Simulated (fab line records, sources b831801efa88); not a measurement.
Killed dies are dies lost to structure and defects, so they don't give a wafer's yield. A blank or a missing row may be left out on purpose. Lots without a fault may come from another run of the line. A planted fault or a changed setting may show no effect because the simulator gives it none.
Which tool did it? | flow gf180mcu | 13 lots, 39 wafers sampled, at 7 steps of a route of 602

WHAT THE GAUGES READ, wafer by wafer
GF_POLY_GATE_CD_MEAS_10: target cd 280 nm.
lot  | measured     | on        | cd_nm (nm)
L362 | day 9 23:25  | cd_sem-02 | 280.0 280.7 281.4
L365 | day 11 01:40 | cd_sem-01 | 281.2 280.7 281.9
L368 | day 11 14:56 | cd_sem-02 | 280.5 280.6 279.4
L371 | day 12 12:38 | cd_sem-01 | 279.4 279.7 279.2
L372 | day 12 19:04 | cd_sem-01 | 280.1 279.8 281.5
L374 | day 13 08:10 | cd_sem-02 | 279.9 279.3 278.5
L375 | day 13 17:40 | cd_sem-01 | 278.5 277.4 278.7
L377 | day 14 08:31 | cd_sem-01 | 280.6 280.4 279.8
L378 | day 14 14:29 | cd_sem-01 | 281.6 279.7 281.3
L379 | day 15 01:23 | cd_sem-02 | 281.1 280.1 279.7
L380 | day 15 06:29 | cd_sem-01 | 280.5 279.6 279.9
L381 | day 15 12:23 | cd_sem-01 | 278.6 278.5 278.5
L382 | day 15 19:08 | cd_sem-01 | 278.9 279.9 278.8

GF_POLY_GATE_OVL_MEAS_11.
lot  | measured     | on         | POLY_GATE_OVL (nm)
L362 | day 9 23:31  | overlay-01 | 1 2 1
L365 | day 11 01:47 | overlay-02 | -12 -13 -12
L368 | day 11 15:01 | overlay-01 | 3 -6 2
L371 | day 12 12:43 | overlay-01 | -15 -14 -18
L372 | day 12 19:11 | overlay-02 | -3 -6 -3
L374 | day 13 08:16 | overlay-01 | -7 -11 -17
L375 | day 13 17:46 | overlay-02 | -1 5 0
L377 | day 14 08:38 | overlay-02 | -2 2 4
L378 | day 14 14:34 | overlay-02 | 0 -5 -6
L379 | day 15 01:31 | overlay-02 | -1 -1 1
L380 | day 15 06:35 | overlay-01 | -9 -10 -9
L381 | day 15 12:29 | overlay-01 | -10 -8 -5
L382 | day 15 19:16 | overlay-01 | 0 5 -1

GF_HV_LDD_THK_MEAS_57.
lot  | measured     | on            | HV_LDD_CVD_56_THK (nm)
L362 | day 13 10:26 | film_metro-01 | 88.9 88.8 88.8
L365 | day 14 13:28 | film_metro-01 | 90.2 89.3 89.4
L368 | day 15 05:23 | film_metro-01 | 90.1 89.7 89.5
L371 | day 16 08:06 | film_metro-02 | 89.1 88.7 89.2
L372 | day 16 13:07 | film_metro-02 | 89.8 89.5 89.8
L374 | day 17 06:22 | film_metro-01 | 89.6 89.5 89.6
L375 | day 17 16:17 | film_metro-02 | 90.3 90.0 90.8
L377 | day 18 08:52 | film_metro-02 | 89.6 90.2 89.2
L378 | day 18 15:08 | film_metro-01 | 90.5 90.5 90.2
L379 | day 19 02:36 | film_metro-02 | 89.9 89.8 89.3
L380 | day 19 09:47 | film_metro-03 | 90.1 90.4 89.5
L381 | day 19 15:58 | film_metro-02 | 89.6 89.9 90.4
L382 | day 20 02:00 | film_metro-03 | 90.4 90.7 91.1

GF_NSD_CD_MEAS_07: target cd 400 nm.
lot  | measured     | on        | cd_nm (nm)
L362 | day 14 07:20 | cd_sem-01 | 399.1 397.0 398.8
L365 | day 15 11:07 | cd_sem-01 | 397.9 397.1 398.8
L368 | day 16 02:53 | cd_sem-01 | - - -
L371 | day 17 06:37 | cd_sem-02 | 401.3 402.4 402.9
L372 | day 17 11:34 | cd_sem-01 | 399.7 400.0 398.2
L374 | day 18 05:56 | cd_sem-02 | 401.0 397.5 400.1
L375 | day 18 15:40 | cd_sem-01 | 405.4 405.2 404.7
L377 | day 19 09:45 | cd_sem-01 | 400.5 400.1 402.1
L378 | day 19 16:08 | cd_sem-01 | 397.3 397.6 395.9
L379 | day 20 03:18 | cd_sem-01 | 396.6 397.7 395.4
L380 | day 20 10:13 | cd_sem-01 | 403.5 403.9 402.9
L381 | day 20 16:37 | cd_sem-02 | 404.4 401.4 402.8
L382 | day 21 02:06 | cd_sem-02 | 400.0 400.2 401.2

GF_NSD_TW_MEAS_12.
lot  | measured     | on            | NSD_TW
L362 | day 14 07:52 | film_metro-03 | 4195 4221 4216
L365 | day 15 11:41 | film_metro-01 | 4232 4259 4243
L368 | day 16 03:26 | film_metro-04 | 30 30 30
L371 | day 17 07:08 | film_metro-04 | 4247 4223 4237
L372 | day 17 12:08 | film_metro-03 | 4188 4189 4206
L374 | day 18 06:29 | film_metro-03 | 4206 4228 4188
L375 | day 18 16:13 | film_metro-03 | 4205 4222 4214
L377 | day 19 10:19 | film_metro-01 | 4235 4267 4265
L378 | day 19 16:40 | film_metro-04 | 4241 4236 4235
L379 | day 20 03:51 | film_metro-04 | 4265 4283 4270
L380 | day 20 10:46 | film_metro-01 | 4226 4257 4271
L381 | day 20 17:10 | film_metro-03 | 4216 4199 4210
L382 | day 21 02:39 | film_metro-03 | 4199 4229 4211

GF_PSD_TW_MEAS_11.
lot  | measured     | on            | PSD_TW
L362 | day 15 05:08 | film_metro-04 | 3182 3198 3195
L365 | day 16 10:07 | film_metro-03 | 3143 3139 3148
L368 | day 17 02:34 | film_metro-01 | 4261 4235 4244
L371 | day 18 06:40 | film_metro-01 | 3161 3176 3155
L372 | day 18 11:27 | film_metro-04 | 3197 3178 3185
L374 | day 19 06:52 | film_metro-04 | 3152 3153 3157
L375 | day 19 16:49 | film_metro-03 | 3137 3155 3173
L377 | day 20 10:47 | film_metro-03 | 3158 3152 3157
L378 | day 20 17:30 | film_metro-03 | 3157 3146 3143
L379 | day 21 03:45 | film_metro-03 | 3183 3172 3169
L380 | day 21 10:27 | film_metro-03 | 3166 3156 3179
L381 | day 21 17:12 | film_metro-03 | 3155 3177 3162
L382 | day 22 02:59 | film_metro-03 | 3148 3151 3143

WHICH TOOL RAN EACH LOT (tool, then ch and the chambers of the sampled wafers, then the start)
lot  | GF_NSD_EXPOSE_04
L362 | iline_stepper-02 ch 0, day 13 20:48
L365 | iline_stepper-01 ch 0, day 15 00:27
L368 | iline_stepper-01 ch 0, day 15 16:23
L371 | iline_stepper-01 ch 0, day 16 19:13
L372 | iline_stepper-01 ch 0, day 17 00:19
L374 | iline_stepper-01 ch 0, day 17 17:59
L375 | iline_stepper-02 ch 0, day 18 03:59
L377 | iline_stepper-01 ch 0, day 18 21:12
L378 | iline_stepper-01 ch 0, day 19 03:22
L379 | iline_stepper-02 ch 0, day 19 15:08
L380 | iline_stepper-01 ch 0, day 19 21:56
L381 | iline_stepper-02 ch 0, day 20 04:38
L382 | iline_stepper-02 ch 0, day 20 14:19
- GF_NSD_EXPOSE_04: exposes mask Nplus, target cd 400 nm.

WHAT THE TOOLS THEMSELVES READ (means of the sampled wafers that have a number; where no wafer has one, the mark that the record gives instead)
The record holds no such reading with a usual standard deviation.

THE ANSWER, worked out from the rows above alone
Rule: what is usual is taken from the lots themselves. Put in order of their means at a reading, lots are off if they are a third of the lots or fewer, leave a main group of 4 or more, and stand apart from it by a gap of 3 or more times the standard deviation of the main group's means; of several such gaps the widest counts. A main group whose means are all the same, to the digits that the tables above print for the reading, isn't used. A lot without any number at a reading at which 4 lots or more have one is off too. The other lots that the step has rows for count as sound. The gauges are gone through in route order, then the tools' own readings, and for those a lot's mean is taken as printed above. The first step at which some lot is off is used, and at that step the reading that is off furthest; a lot without a number counts as furthest.
Off: L368, at GF_NSD_CD_MEAS_07 (cd_nm). Without a number there: L368. The main group: mean 400.3 nm, standard deviation 2.6.
A tool fits if, at a process step before that reading, it ran every lot that is off, and no sound lot after the first of them. The gauges at GF_NSD_CD_MEAS_07 aren't tried: what is off there is off at GF_NSD_TW_MEAS_12 too, on other tools, and a gauge's error can't cause that. None of those tried fits.

WHAT THE SIMULATOR HAD PUT IN
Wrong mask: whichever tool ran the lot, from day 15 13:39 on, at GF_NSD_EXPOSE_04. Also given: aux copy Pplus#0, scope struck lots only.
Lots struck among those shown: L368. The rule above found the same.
